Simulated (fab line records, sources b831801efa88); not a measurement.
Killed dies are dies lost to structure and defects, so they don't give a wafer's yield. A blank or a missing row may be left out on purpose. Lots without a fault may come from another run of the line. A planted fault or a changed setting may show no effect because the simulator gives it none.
fab line records | flow gf180mcu
record lots=5 wafers=15 last_day=34
route steps=602 shown NSD@262 PSD@263 SAB@264 SALICIDE@278 CONTACT@287
lots that met no fault: from a run of the same line without faults
start_h: hours from the record's first day to the start of the lot's first wafer shown | wait_h: hours since the lot's step before | " the same as in the row above | L1.1+2: a row that stands for several wafers | - no value, or no start given | * or withheld: withheld | < > ~ a bound
route shown NAME@n: a module of which the file shows steps, and the number in the route of the first | usual: mean/standard deviation of fault-free wafers | same: alike in all rows | chamber/n: place in a boat | sites: the reading at each site | _std_site: their standard deviation | _edge_site: outer sites' mean less inner sites' | radius_mm: how far each site lies from the wafer's centre | mask NAME#n: copy n | behind: the tool/chamber that last shaped the wafer | hold: why the lot was held/for how many hours/how that ended | device: the transistor (n, p or np) that didn't switch | end of line: the same wafers' tests at the end of the route | a step without rows: its recipe alone | killed: dies lost to structure and defects at the first sort, not the wafer's yield | map: a wafer's dies, x killed, . not, _ none there
set.NAME: the setting as run; set.NAME@STEP: as run at that earlier step | model.NAME: the simulator's own value behind a step, which no gauge read
lots at some steps of the route; a table a step, a row a wafer
services: from which hour (start_h, from the record's first day; less than 0 if before it) a tool's chamber was out of use, for how many hours, and why
## steps
# step GF_PSD_RS_MEAS_14
# recipe thk_meas_gauge=four-point-probe
# usual NSD_RS=46.12/0.08
# columns lot.wafer tool chamber start_h wait_h NSD_RS[ohm/sq]
L074.1 film_metro-03 - 326.87 0.1 45.95
L074.2 " - " " 45.93
L074.4 " - " " 46.06
L078.2 film_metro-02 - 357.63 0.1 46.29
L078.3 " - " " 46.05
L078.5 " - " " 46.12
L080.1 film_metro-04 - 375.12 0.1 46.14
L080.2 " - " " 46.10
L080.4 " - " " 46.21
L083.1 film_metro-03 - 393.17 0.1 46.14
L083.2 " - " " 46.06
L083.6 " - " " 46.14
L097.4 film_metro-02 - 507.62 0.1 46.15
L097.5 " - " " 46.20
L097.6 " - " " 46.21
# step GF_PSD_RS_MEAS_15
# recipe thk_meas_gauge=four-point-probe
# usual PSD_RS=108.52/0.25
# columns lot.wafer tool chamber start_h wait_h PSD_RS[ohm/sq]
L074.1 film_metro-03 - 326.99 0.1 108.52
L074.2 " - " " 108.21
L074.4 " - " " 108.42
L078.2 film_metro-02 - 357.75 0.1 108.62
L078.3 " - " " 108.52
L078.5 " - " " 108.40
L080.1 film_metro-04 - 375.24 0.1 108.56
L080.2 " - " " 108.55
L080.4 " - " " 108.68
L083.1 film_metro-03 - 393.29 0.1 108.65
L083.2 " - " " 108.48
L083.6 " - " " 108.55
L097.4 film_metro-02 - 507.74 0.1 108.62
L097.5 " - " " 108.66
L097.6 " - " " 108.62
# step GF_SAB_CVD_00
# recipe material=SiO2 target_thk_nm=50 precursor=TEOS temp_c=400 time_s=4.9302 rf_w=600
# usual heater_power_w=669/69
# columns lot.wafer tool chamber start_h wait_h heater_power_w
L074.1 pecvd-01 2 327.11 0.1 781
L074.2 " 0 " " 654
L074.4 " 1 " " 613
L078.2 pecvd-02 2 357.85 0.1 564
L078.3 " 2 " " 567
L078.5 " 0 " " 698
L080.1 pecvd-02 0 375.36 0.1 710
L080.2 " 2 " " 580
L080.4 " 1 " " 648
L083.1 pecvd-02 1 393.41 0.1 759
L083.2 " 0 " " 686
L083.6 " 0 " " 721
L097.4 pecvd-02 1 507.81 0.0 801
L097.5 " 2 " " 516
L097.6 " 0 " " 601
# step GF_SAB_THK_MEAS_01
# recipe reads=SiO2_of_SAB_CVD_00
# usual SAB_CVD_00_THK=50.2/0.75
# columns lot.wafer tool chamber start_h wait_h SAB_CVD_00_THK[nm]
L074.1 film_metro-04 - 327.13 0.0 50.1
L074.2 " - " " 50.3
L074.4 " - " " 49.8
L078.2 film_metro-04 - 357.89 0.0 48.3
L078.3 " - " " 49.5
L078.5 " - " " 49.5
L080.1 film_metro-04 - 375.42 0.1 49.1
L080.2 " - " " 48.6
L080.4 " - " " 50.8
L083.1 film_metro-01 - 393.43 0.0 49.9
L083.2 " - " " 49.4
L083.6 " - " " 50.7
L097.4 film_metro-01 - 507.85 0.0 50.2
L097.5 " - " " 49.7
L097.6 " - " " 50.4
# step GF_SAB_DEHYDRATE_02
# recipe temp_c=200 time_s=60
# columns lot.wafer tool chamber start_h wait_h
L074.1+2+4 litho_track-04 0 337.21 10.1
L078.2+3+5 litho_track-04 0 368.14 10.2
L080.1+2+4 litho_track-04 0 386.71 11.3
L083.1+2+6 litho_track-03 0 404.23 10.8
L097.4+5+6 litho_track-03 0 518.70 10.8
# step GF_SAB_HMDS_03
# recipe prime_time_s=60 prime_temp_c=120
# columns lot.wafer tool chamber start_h wait_h
L074.1+2+4 litho_track-04 0 337.36 0.1
L078.2+3+5 litho_track-04 0 368.29 0.1
L080.1+2+4 litho_track-04 0 386.86 0.1
L083.1+2+6 litho_track-03 0 404.38 0.1
L097.4+5+6 litho_track-03 0 518.85 0.1
# step GF_SAB_COAT_04
# recipe resist=NOVOLAK spin_rpm=3000 resist_thk_nm=1000
# columns lot.wafer tool chamber start_h wait_h
L074.1+2+4 litho_track-04 0 337.51 0.1
L078.2+3+5 litho_track-04 0 368.44 0.1
L080.1+2+4 litho_track-04 0 387.01 0.1
L083.1+2+6 litho_track-03 0 404.53 0.1
L097.4+5+6 litho_track-03 0 519.00 0.1
# step GF_SAB_SOFTBAKE_05
# recipe temp_c=90 time_s=60 resist=NOVOLAK
# columns lot.wafer tool chamber start_h wait_h
L074.1+2+4 litho_track-04 0 337.66 0.1
L078.2+3+5 litho_track-04 0 368.59 0.1
L080.1+2+4 litho_track-04 0 387.16 0.1
L083.1+2+6 litho_track-03 0 404.68 0.1
L097.4+5+6 litho_track-03 0 519.15 0.1
# step GF_SAB_EXPOSE_06
# recipe mask_id=SAB target_cd_nm=420 na=0.6 source_shape=conventional sigma_outer=0.6 dose_mj=140
# columns lot.wafer tool chamber start_h wait_h mask
L074.1+2+4 iline_stepper-02 0 - - SAB#0
L078.2+3+5 iline_stepper-01 0 - - SAB#0
L080.1+2+4 iline_stepper-02 0 - - SAB#0
L083.1+2+6 iline_stepper-01 0 - - SAB#0
L097.4+5+6 iline_stepper-02 0 - - SAB#0
# step GF_SAB_PEB_07
# recipe temp_c=withheld time_s=* resist=NOVOLAK
# columns lot.wafer tool chamber start_h wait_h
L074.1+2+4 litho_track-01 0 - -
L078.2+3+5 litho_track-04 0 - -
L080.1+2+4 litho_track-04 0 - -
L083.1+2+6 litho_track-01 0 - -
L097.4+5+6 litho_track-04 0 - -
# step GF_SAB_DEVELOP_08
# recipe develop_time_s=60 dev_temp_c=23
# columns lot.wafer tool chamber start_h wait_h
L074.1+2+4 litho_track-01 0 347.72 0.1
L078.2+3+5 litho_track-04 0 379.34 0.1
L080.1+2+4 litho_track-04 0 398.51 0.1
L083.1+2+6 litho_track-01 0 416.21 0.1
L097.4+5+6 litho_track-04 0 530.64 0.1
# step GF_SAB_CD_MEAS_09
# recipe target_cd_nm=420
# usual cd_nm=419.9/1.9
# columns lot.wafer tool chamber start_h wait_h cd_nm
L074.1 cd_sem-01 - 347.87 0.1 418.0
L074.2 " - " " 418.7
L074.4 " - " " 420.0
L078.2 cd_sem-02 - 379.48 0.1 419.9
L078.3 " - " " 421.6
L078.5 " - " " 420.7
L080.1 cd_sem-01 - 398.66 0.1 419.6
L080.2 " - " " 419.5
L080.4 " - " " 420.7
L083.1 cd_sem-01 - 416.36 0.1 421.2
L083.2 " - " " 419.1
L083.6 " - " " 419.7
L097.4 cd_sem-02 - 530.77 0.1 423.5
L097.5 " - " " 424.5
L097.6 " - " " 423.1
# step GF_SAB_OVL_MEAS_10
# usual SAB_OVL=0.7/1.7
# columns lot.wafer tool chamber start_h wait_h SAB_OVL[nm]
L074.1 overlay-01 - 347.99 0.1 0.4
L074.2 " - " " 1.5
L074.4 " - " " 1.7
L078.2 overlay-01 - 379.59 0.1 1.1
L078.3 " - " " -0.2
L078.5 " - " " 0.9
L080.1 overlay-01 - 398.78 0.1 2.5
L080.2 " - " " 2.2
L080.4 " - " " 3.6
L083.1 overlay-01 - 416.48 0.1 0.0
L083.2 " - " " 1.5
L083.6 " - " " 1.4
L097.4 overlay-01 - 530.85 0.1 -0.4
L097.5 " - " " 0.7
L097.6 " - " " -0.1
# step GF_SAB_ETCH_11
# recipe chemistry=C4F8/O2/Ar mask_material=NOVOLAK target=SiO2 target_depth_nm=55 source_w=1500 bias_w=1200 pressure_mtorr=40 c4f8_flow_sccm=withheld O2_flow_sccm=6 Ar_flow_sccm=300 time_s=8.5
# usual oes_product_au=0.998/0.015
# columns lot.wafer tool chamber start_h wait_h oes_product_au rf_hours_counter_h
L074.1 rie_diel-02 2 348.02 0.0 0.997 118
L074.2 " 3 " " 0.990 45
L074.4 " 3 " " 0.998 -
L078.2 rie_diel-02 3 379.62 0.0 0.980 46
L078.3 " 0 " " 0.980 4
L078.5 " 1 " " 1.002 -
L080.1 rie_diel-04 0 398.82 0.0 1.014 81
L080.2 " 3 " " 0.973 0
L080.4 " 0 " " 1.009 -
L083.1 rie_diel-04 0 416.52 0.0 1.014 82
L083.2 " 2 " " 0.966 19
L083.6 " 0 " " 1.013 -
L097.4 rie_diel-02 1 530.87 0.0 1.018 36
L097.5 " 3 " " 1.013 -
L097.6 " 2 " " 1.016 -
# step GF_SAB_WET_ETCH_12
# recipe chemistry=dHF target_depth_nm=22 dry=n2_spin target=SiO2 temp_c=25 dilution=100:1 time_s=440
# columns lot.wafer tool chamber start_h wait_h
L074.1+2+4 wet_bench-03 1 348.04 0.0
L078.2+3+5 wet_bench-03 0 379.64 0.0
L080.1+2+4 wet_bench-02 1 398.84 0.0
L083.1+2+6 wet_bench-04 3 416.54 0.0
L097.4+5+6 wet_bench-04 3 530.89 0.0
# step GF_SAB_STRIP_13
# recipe chemistry=O2/N2 power_w=1400 pressure_mtorr=1500 platen_temp_c=250 o2_flow_sccm=3000 n2_flow_sccm=300 overash_fraction=0.5
# usual drypump_motor_current_A=5.7/0.5 heater_power_w=327/29 oes_product_au=0.709/0.0043 strip_time_to_endpoint_s=12.62/0.041
# columns lot.wafer tool chamber start_h wait_h drypump_motor_current_A heater_power_w oes_product_au rf_hours_counter_h strip_time_to_endpoint_s
L074.1 plasma_asher-04 1 348.17 0.0 6.1 377 0.704 68 12.62
L074.2 " 0 " " 5.4 306 0.708 68 12.65
L074.4 " 0 " " 5.3 315 0.712 - 12.68
L078.2 plasma_asher-02 1 379.77 0.0 6.0 329 0.706 57 12.61
L078.3 " 0 " " 4.9 301 0.705 - 12.60
L078.5 " 1 " " 6.0 328 0.710 - 12.57
L080.1 plasma_asher-04 0 398.97 0.0 5.4 316 0.706 74 12.59
L080.2 " 1 " " 6.1 365 0.707 74 12.57
L080.4 " 1 " " 6.1 369 0.713 - 12.61
L083.1 plasma_asher-02 0 416.67 0.0 4.9 304 0.703 61 12.67
L083.2 " 1 " " 6.0 330 0.707 61 12.70
L083.6 " 0 " " 4.9 300 0.712 - 12.74
L097.4 plasma_asher-02 1 531.18 0.0 6.0 332 0.701 - 12.63
L097.5 " 0 " " 4.9 304 0.714 - 12.61
L097.6 " 1 " " 6.0 330 0.709 - 12.64
# step GF_SALICIDE_CLEAN_00
# recipe chemistry=SC1/SC2 mix=1:4:20 temp_c=70 time_s=150
# usual bath_guard_temp_C=70.2/0.63
# columns lot.wafer tool chamber start_h wait_h bath_guard_temp_C
L074.1 wet_bench-02 2 348.27 0.1 70.7
L074.2 " 2 " " 70.7
L074.4 " 2 " " 70.4
L078.2 wet_bench-01 3 379.87 0.1 69.7
L078.3 " 3 " " 69.8
L078.5 " 3 " " 69.3
L080.1 wet_bench-01 3 399.07 0.1 69.6
L080.2 " 3 " " 69.2
L080.4 " 3 " " 69.2
L083.1 wet_bench-02 3 416.77 0.1 69.9
L083.2 " 3 " " 69.7
L083.6 " 3 " " 70.0
L097.4 wet_bench-02 2 531.25 0.0 70.7
L097.5 " 2 " " 70.5
L097.6 " 2 " " 70.8
# step GF_SALICIDE_WET_ETCH_01
# recipe chemistry=dHF target_depth_nm=5 dry=ipa_marangoni target=SiO2 temp_c=25 dilution=100:1 time_s=100
# columns lot.wafer tool chamber start_h wait_h
L074.1+2+4 wet_bench-03 1 348.32 0.0
L078.2+3+5 wet_bench-02 1 379.93 0.0
L080.1+2+4 wet_bench-03 0 399.13 0.0
L083.1+2+6 wet_bench-03 1 416.82 0.0
L097.4+5+6 wet_bench-01 0 531.30 0.0
# step GF_SALICIDE_SPUTTER_02
# recipe material=Co target_thk_nm=10 power_w=1000 time_s=20 chamber_pressure_pa=0.4
# usual throttle_valve_pct=30.4/0.96
# columns lot.wafer tool chamber start_h wait_h throttle_valve_pct
L074.1 pvd_sputter-03 - 348.36 0.0 31.1
L074.2 " - " " 30.5
L074.4 " - " " 31.7
L078.2 pvd_sputter-03 - 379.96 0.0 32.0
L078.3 " - " " 30.1
L078.5 " - " " 30.6
L080.1 pvd_sputter-01 - 399.16 0.0 28.7
L080.2 " - " " 30.4
L080.4 " - " " 30.8
L083.1 pvd_sputter-02 - 416.86 0.0 29.7
L083.2 " - " " 32.2
L083.6 " - " " 32.0
L097.4 pvd_sputter-03 - 531.34 0.0 30.3
L097.5 " - " " 30.4
L097.6 " - " " 30.8
# step GF_SALICIDE_SPUTTER_03
# recipe material=TiN target_thk_nm=20 power_w=6500 time_s=16.7 chamber_pressure_pa=0.4
# usual throttle_valve_pct=30.4/0.92
# columns lot.wafer tool chamber start_h wait_h throttle_valve_pct
L074.1 pvd_sputter-03 - 348.39 0.0 31.0
L074.2 " - " " 30.7
L074.4 " - " " 32.1
L078.2 pvd_sputter-03 - 379.99 0.0 31.7
L078.3 " - " " 30.1
L078.5 " - " " 30.5
L080.1 pvd_sputter-01 - 399.19 0.0 28.7
L080.2 " - " " 30.5
L080.4 " - " " 30.7
L083.1 pvd_sputter-02 - 416.89 0.0 29.7
L083.2 " - " " 31.7
L083.6 " - " " 32.2
L097.4 pvd_sputter-03 - 531.36 0.0 30.3
L097.5 " - " " 30.3
L097.6 " - " " 30.9
# step GF_SALICIDE_RS_MEAS_04
# recipe thk_meas_gauge=four-point-probe reads=TiN_of_SALICIDE_SPUTTER_03+Co_of_SALICIDE_SPUTTER_02
# usual SALICIDE_TIN_RS=16.3/0.32
# columns lot.wafer tool chamber start_h wait_h SALICIDE_TIN_RS[ohm/sq]
L074.1 film_metro-03 - 348.41 0.0 16.6
L074.2 " - " " 16.1
L074.4 " - " " 16.2
L078.2 film_metro-01 - 380.04 0.0 16.6
L078.3 " - " " 16.8
L078.5 " - " " 16.3
L080.1 film_metro-03 - 399.21 0.0 15.8
L080.2 " - " " 16.1
L080.4 " - " " 16.4
L083.1 film_metro-03 - 416.91 0.0 16.5
L083.2 " - " " 16.6
L083.6 " - " " 16.2
L097.4 film_metro-02 - 531.45 0.1 16.6
L097.5 " - " " 16.5
L097.6 " - " " 16.7
# step GF_SALICIDE_THK_MEAS_05
# recipe thk_meas_gauge=xrf reads=TiN_of_SALICIDE_SPUTTER_03
# usual SALICIDE_TIN_THK=20.3/0.32
# columns lot.wafer tool chamber start_h wait_h SALICIDE_TIN_THK[nm]
L074.1 film_metro-03 - 348.53 0.1 19.5
L074.2 " - " " 19.9
L074.4 " - " " 20.0
L078.2 film_metro-01 - 380.15 0.1 20.2
L078.3 " - " " 20.0
L078.5 " - " " 20.2
L080.1 film_metro-03 - 399.33 0.1 20.5
L080.2 " - " " 20.1
L080.4 " - " " 20.1
L083.1 film_metro-03 - 417.03 0.1 20.1
L083.2 " - " " 19.8
L083.6 " - " " 19.9
L097.4 film_metro-02 - 531.54 0.1 20.2
L097.5 " - " " 20.0
L097.6 " - " " 20.2
# step GF_SALICIDE_RTA_06
# recipe temp_c=530 time_s=30 ambient=N2
# usual lamp_power_pct=5.80/0.16 wafer_temp_C_max=532.6/0.87
# columns lot.wafer tool chamber start_h wait_h lamp_power_pct wafer_temp_C_max
L074.1 rtp_anneal-01 0 348.59 0.1 5.95 531.5
L074.2 " 0 " " 5.95 531.4
L074.4 " 0 " " 5.95 531.5
L078.2 rtp_anneal-01 0 380.21 0.1 5.94 532.3
L078.3 " 0 " " 5.96 532.0
L078.5 " 0 " " 5.96 532.0
L080.1 rtp_anneal-02 0 399.39 0.1 5.64 532.6
L080.2 " 0 " " 5.64 533.4
L080.4 " 0 " " 5.63 532.5
L083.1 rtp_anneal-02 0 417.09 0.1 5.64 532.9
L083.2 " 0 " " 5.65 533.2
L083.6 " 0 " " 5.64 535.0
L097.4 rtp_anneal-02 0 531.62 0.1 5.64 533.5
L097.5 " 0 " " 5.64 533.2
L097.6 " 0 " " 5.65 533.4
# step GF_SALICIDE_WET_ETCH_07
# recipe chemistry=SPM target_depth_nm=120 dry=n2_spin
# columns lot.wafer tool chamber start_h wait_h
L074.1+2+4 wet_bench-02 0 348.69 0.1
L078.2+3+5 wet_bench-03 1 380.30 0.1
L080.1+2+4 wet_bench-02 2 399.52 0.1
L083.1+2+6 wet_bench-01 0 417.19 0.1
L097.4+5+6 wet_bench-02 2 531.67 0.0
# step GF_SALICIDE_RTA_08
# recipe temp_c=800 time_s=30 ambient=N2
# usual lamp_power_pct=16.1/0.44 wafer_temp_C_max=804.1/1.3
# columns lot.wafer tool chamber start_h wait_h lamp_power_pct wafer_temp_C_max
L074.1 rtp_anneal-02 0 348.78 0.0 15.6 804.9
L074.2 " 0 " " 15.7 804.3
L074.4 " 0 " " 15.6 804.5
L078.2 rtp_anneal-02 0 380.40 0.0 15.7 803.9
L078.3 " 0 " " 15.7 805.1
L078.5 " 0 " " 15.6 805.9
L080.1 rtp_anneal-01 0 399.61 0.0 16.5 804.7
L080.2 " 0 " " 16.6 803.4
L080.4 " 0 " " 16.5 802.7
L083.1 rtp_anneal-01 0 417.28 0.0 16.5 803.5
L083.2 " 0 " " 16.5 803.4
L083.6 " 0 " " 16.6 802.4
L097.4 rtp_anneal-01 0 531.81 0.1 16.5 802.3
L097.5 " 0 " " 16.5 802.6
L097.6 " 0 " " 16.5 802.7
# step GF_CONTACT_CVD_00
# recipe material=SiO2 target_thk_nm=300 sigma_open_frac=0.3 temp_c=400 time_s=50 sih4_flow_sccm=60 pressure_mtorr=6
# columns lot.wafer tool chamber start_h wait_h
L074.1+2+4 hdpcvd-02 0,2,1 348.88 0.1
L078.2+3+5 hdpcvd-02 0,1,1 380.49 0.1
L080.1+2+4 hdpcvd-02 1,0,1 399.71 0.1
L083.1+2+6 hdpcvd-01 2,1,0 417.38 0.1
L097.4+5+6 hdpcvd-01 0,1,2 531.88 0.1
# step GF_CONTACT_THK_MEAS_01
# recipe reads=SiO2_of_CONTACT_CVD_00
# usual CONTACT_CVD_00_THK=301/3.9
# columns lot.wafer tool chamber start_h wait_h CONTACT_CVD_00_THK[nm]
L074.1 film_metro-02 - 348.93 0.0 313
L074.2 " - " " 305
L074.4 " - " " 304
L078.2 film_metro-01 - 380.54 0.0 308
L078.3 " - " " 295
L078.5 " - " " 296
L080.1 film_metro-01 - 399.76 0.0 301
L080.2 " - " " 308
L080.4 " - " " 297
L083.1 film_metro-04 - 417.43 0.0 304
L083.2 " - " " 297
L083.6 " - " " 300
L097.4 film_metro-02 - 531.93 0.0 301
L097.5 " - " " 304
L097.6 " - " " 306
# step GF_CONTACT_CVD_02
# recipe material=SiO2 target_thk_nm=860 precursor=TEOS temp_c=400 time_s=95.992 rf_w=600
# usual heater_power_w=641/83
# columns lot.wafer tool chamber start_h wait_h heater_power_w
L074.1 pecvd-02 2 348.99 0.1 590
L074.2 " 1 " " 785
L074.4 " 2 " " 478
L078.2 pecvd-03 1 380.59 0.0 644
L078.3 " 2 " " 541
L078.5 " 1 " " 689
L080.1 pecvd-02 1 399.82 0.1 750
L080.2 " 2 " " 512
L080.4 " 2 " " 560
L083.1 pecvd-04 0 417.49 0.1 668
L083.2 " 2 " " 523
L083.6 " 0 " " 694
L097.4 pecvd-02 1 532.00 0.1 824
L097.5 " 0 " " 559
L097.6 " 2 " " 523
# step GF_CONTACT_THK_MEAS_03
# recipe reads=SiO2_of_CONTACT_CVD_02
# usual CONTACT_CVD_02_THK=858/13
# columns lot.wafer tool chamber start_h wait_h CONTACT_CVD_02_THK[nm]
L074.1 film_metro-01 - 349.06 0.0 870
L074.2 " - " " 859
L074.4 " - " " 868
L078.2 film_metro-04 - 380.67 0.0 842
L078.3 " - " " 847
L078.5 " - " " 848
L080.1 film_metro-02 - 399.89 0.0 868
L080.2 " - " " 873
L080.4 " - " " 884
L083.1 film_metro-01 - 417.56 0.0 856
L083.2 " - " " 843
L083.6 " - " " 871
L097.4 film_metro-01 - 532.06 0.0 861
L097.5 " - " " 843
L097.6 " - " " 859
# step GF_CONTACT_CMP_04
# recipe material=SiO2 down_force_psi=4 platen_rpm=60 pad_velocity_m_s=0.94248
# usual motor_current_A=13.4/2.2 retaining_ring_pressure_frac=1.000/0.0046 time_to_endpoint_s=113/7.6
# columns lot.wafer tool chamber start_h wait_h motor_current_A retaining_ring_pressure_frac time_to_endpoint_s
L074.1 cmp-01 1 349.17 0.1 13.1 0.994 118
L074.2 " 2 " " 12.4 0.992 99
L074.4 " 3 " " 13.1 1.003 111
L078.2 cmp-02 0 380.77 0.1 14.0 1.002 114
L078.3 " 2 " " 16.0 1.001 112
L078.5 " 3 " " 15.2 1.000 111
L080.2 cmp-01 3 400.00 0.1 12.4 1.012 117
L080.1 " 0 " " 11.5 0.990 110
L080.4 " 1 " " 14.0 0.987 123
L083.1 cmp-02 1 417.62 0.1 9.2 1.003 112
L083.2 " 2 " " 16.2 1.003 114
L083.6 " 2 " " 16.0 1.002 129
L097.4 cmp-02 2 532.19 0.1 15.4 1.000 121
L097.6 " 0 " " 14.4 1.008 117
L097.5 " 1 " " 9.6 0.994 102
# step GF_CONTACT_BOW_MEAS_05
# recipe mode=bow
# usual CONTACT_BOW=67/6.5
# columns lot.wafer tool chamber start_h wait_h CONTACT_BOW[um]
L074.1 film_metro-02 - 349.42 0.2 64
L074.2 " - " " 66
L074.4 " - " " 75
L078.2 film_metro-02 - 381.04 0.2 58
L078.3 " - " " 51
L078.5 " - " " 61
L080.1 film_metro-04 - 400.25 0.1 71
L080.2 " - " " 65
L080.4 " - " " 59
L083.1 film_metro-02 - 417.92 0.2 79
L083.2 " - " " 61
L083.6 " - " " 56
L097.4 film_metro-02 - 532.45 0.2 68
L097.5 " - " " 68
L097.6 " - " " 69
# step GF_CONTACT_DEHYDRATE_06
# recipe temp_c=200 time_s=60
# columns lot.wafer tool chamber start_h wait_h
L074.1+2+4 litho_track-04 0 359.26 9.8
L078.2+3+5 litho_track-04 0 391.74 10.7
L080.1+2+4 litho_track-03 0 411.83 11.6
L083.1+2+6 litho_track-04 0 428.96 11.0
L097.4+5+6 litho_track-02 0 543.45 11.0
# step GF_CONTACT_HMDS_07
# recipe prime_time_s=60 prime_temp_c=120
# columns lot.wafer tool chamber start_h wait_h
L074.1+2+4 litho_track-04 0 359.41 0.1
L078.2+3+5 litho_track-04 0 391.89 0.1
L080.1+2+4 litho_track-03 0 411.98 0.1
L083.1+2+6 litho_track-04 0 429.11 0.1
L097.4+5+6 litho_track-02 0 543.60 0.1
# step GF_CONTACT_COAT_08
# recipe resist=BARC temp_c=withheld time_s=withheld spin_rpm=withheld resist_thk_nm=withheld
# columns lot.wafer tool chamber start_h wait_h
L074.1+2+4 litho_track-04 0 359.56 0.1
L078.2+3+5 litho_track-04 0 392.04 0.1
L080.1+2+4 litho_track-03 0 412.13 0.1
L083.1+2+6 litho_track-04 0 429.26 0.1
L097.4+5+6 litho_track-02 0 543.75 0.1
# step GF_CONTACT_COAT_09
# recipe resist=KrF spin_rpm=withheld resist_thk_nm=1000
# columns lot.wafer tool chamber start_h wait_h
L074.1+2+4 litho_track-04 0 - -
L078.2+3+5 litho_track-04 0 - -
L080.1+2+4 litho_track-03 0 - -
L083.1+2+6 litho_track-04 0 - -
L097.4+5+6 litho_track-02 0 - -
# step GF_CONTACT_SOFTBAKE_10
# recipe temp_c=130 time_s=60 resist=KrF
# columns lot.wafer tool chamber start_h wait_h
L074.1+2+4 litho_track-04 0 - -
L078.2+3+5 litho_track-04 0 - -
L080.1+2+4 litho_track-03 0 - -
L083.1+2+6 litho_track-04 0 - -
L097.4+5+6 litho_track-02 0 - -
# step GF_CONTACT_EXPOSE_11
# recipe mask_id=Contact target_cd_nm=220 na=0.68 source_shape=conventional sigma_outer=0.6 dose_mj=38
# columns lot.wafer tool chamber start_h wait_h mask
L074.1+2+4 krf_scanner-01 0 - - Contact#0
L078.2+3+5 krf_scanner-01 0 - - Contact#0
L080.1+2+4 krf_scanner-01 0 - - Contact#0
L083.1+2+6 krf_scanner-01 0 - - Contact#0
L097.4+5+6 krf_scanner-02 0 - - Contact#0
# step GF_CONTACT_PEB_12
# recipe peb_temp_c=135 peb_time_s=90 resist=KrF
# columns lot.wafer tool chamber start_h wait_h
L074.1+2+4 litho_track-03 0 - -
L078.2+3+5 litho_track-04 0 - -
L080.1+2+4 litho_track-04 0 - -
L083.1+2+6 litho_track-03 0 - -
L097.4+5+6 litho_track-04 0 - -
# step GF_CONTACT_DEVELOP_13
# recipe develop_time_s=60 resist=KrF dev_temp_c=21
# columns lot.wafer tool chamber start_h wait_h
L074.1+2+4 litho_track-03 0 370.73 0.2
L078.2+3+5 litho_track-04 0 404.24 0.2
L080.1+2+4 litho_track-04 0 424.46 0.2
L083.1+2+6 litho_track-03 0 441.68 0.2
L097.4+5+6 litho_track-04 0 554.89 0.1
# step GF_CONTACT_CD_MEAS_14
# recipe target_cd_nm=220
# usual cd_nm=219.8/1.1
# columns lot.wafer tool chamber start_h wait_h cd_nm
L074.1 cd_sem-02 - 370.88 0.1 220.4
L074.2 " - " " 218.6
L074.4 " - " " 219.5
L078.2 cd_sem-02 - 404.38 0.1 219.5
L078.3 " - " " 219.2
L078.5 " - " " 221.1
L080.1 cd_sem-01 - 424.61 0.1 220.8
L080.2 " - " " 220.6
L080.4 " - " " 219.8
L083.1 cd_sem-02 - 441.83 0.1 219.1
L083.2 " - " " 219.5
L083.6 " - " " 217.8
L097.4 cd_sem-01 - 555.10 0.2 219.3
L097.5 " - " " 218.7
L097.6 " - " " 218.3
# step GF_CONTACT_OVL_MEAS_15
# usual CONTACT_OVL=-2/5.6
# columns lot.wafer tool chamber start_h wait_h CONTACT_OVL[nm]
L074.1 overlay-02 - 371.00 0.1 5
L074.2 " - " " -1
L074.4 " - " " 2
L078.2 overlay-02 - 404.49 0.1 -5
L078.3 " - " " -4
L078.5 " - " " -4
L080.1 overlay-02 - 424.73 0.1 -2
L080.2 " - " " -1
L080.4 " - " " 0
L083.1 overlay-01 - 441.95 0.1 2
L083.2 " - " " 0
L083.6 " - " " 0
L097.4 overlay-01 - 555.18 0.1 -10
L097.5 " - " " -10
L097.6 " - " " -3
# step GF_CONTACT_ETCH_16
# recipe chemistry=N2/H2 target_depth_a=withheld overetch_a=withheld time_s=withheld target=BARC ion_energy_ev=200 source_w=500 bias_w=100 pressure_mtorr=30 n2_flow_sccm=100 h2_flow_sccm=200
# usual drypump_motor_current_A=5.8/0.33 oes_product_au=0.855/0.0043 throttle_valve_pct=13.224/0.0076
# columns lot.wafer tool chamber start_h wait_h drypump_motor_current_A oes_product_au throttle_valve_pct
L074.1 rie_diel-03 3 371.04 0.0 6.4 0.856 13.223
L074.2 " 2 " " 6.0 0.851 13.221
L074.4 " 0 " " 5.4 0.851 13.229
L078.2 rie_diel-03 0 404.52 0.0 5.3 0.846 13.229
L078.3 " 1 " " 5.9 0.859 13.214
L078.5 " 3 " " 6.4 0.853 13.238
L080.1 rie_diel-03 3 424.77 0.0 6.4 0.853 13.226
L080.2 " 1 " " 5.9 0.852 13.226
L080.4 " 2 " " 6.0 0.849 13.228
L083.1 rie_diel-02 0 441.98 0.0 5.8 0.858 13.226
L083.2 " 2 " " 6.1 0.854 13.219
L083.6 " 2 " " 6.1 0.849 13.235
L097.4 rie_diel-04 1 555.20 0.0 5.9 0.853 13.224
L097.5 " 1 " " 5.9 0.859 13.238
L097.6 " 2 " " 5.8 0.854 13.221
# step GF_CONTACT_ETCH_17
# recipe chemistry=C4F8/O2/Ar mask_material=KrF target=SiO2 stop_on=CoSi2 source_w=1500 bias_w=1200 pressure_mtorr=40 c4f8_flow_sccm=withheld O2_flow_sccm=6 Ar_flow_sccm=300 time_s=withheld target_depth_a=8600
# usual oes_product_au=0.815/0.005
# columns lot.wafer tool chamber start_h wait_h oes_product_au
L074.1 rie_diel-03 3 - - 0.822
L074.2 " 2 " " 0.817
L074.4 " 0 " " 0.806
L078.2 rie_diel-03 0 - - 0.814
L078.3 " 1 " " 0.812
L078.5 " 3 " " 0.801
L080.1 rie_diel-03 3 - - 0.809
L080.2 " 1 " " 0.825
L080.4 " 2 " " 0.818
L083.1 rie_diel-02 0 - - 0.809
L083.2 " 2 " " 0.816
L083.6 " 2 " " 0.814
L097.4 rie_diel-04 1 - - 0.818
L097.5 " 1 " " 0.813
L097.6 " 2 " " 0.813
## services
# columns tool chamber start_h hours kind
rtp_anneal-01 - 305.92 3.2 pm
rie_diel-02 3 313.51 1.6 repair
rie_diel-02 0 343.28 11.0 repair
pecvd-02 1 350.68 11.6 repair
pvd_sputter-03 - 357.23 6.4 repair
rie_diel-03 3 359.66 7.2 repair
rie_diel-02 2 367.29 1.2 repair
rie_diel-02 1 404.53 5.5 repair
rie_diel-03 1 409.43 7.4 repair
pvd_sputter-03 - 410.71 1.6 repair
rie_diel-02 - 417.11 14.6 pm
pvd_sputter-03 - 427.88 2.5 repair
pecvd-02 - 435.84 0.8 pm
rie_diel-03 0 441.22 1.5 repair
rie_diel-02 1 446.49 12.2 repair
rie_diel-02 2 449.26 4.3 repair
pvd_sputter-03 - 473.51 13.0 repair
rie_diel-03 - 487.73 0.5 repair
rie_diel-03 3 492.26 2.9 repair
pecvd-02 - 537.37 10.7 repair
rie_diel-03 - 539.12 0.5 repair
pvd_sputter-03 - 548.89 1.6 repair
pecvd-02 - 554.96 3.3 repair
pvd_sputter-03 - 555.00 64.5 repair
## key
fault none
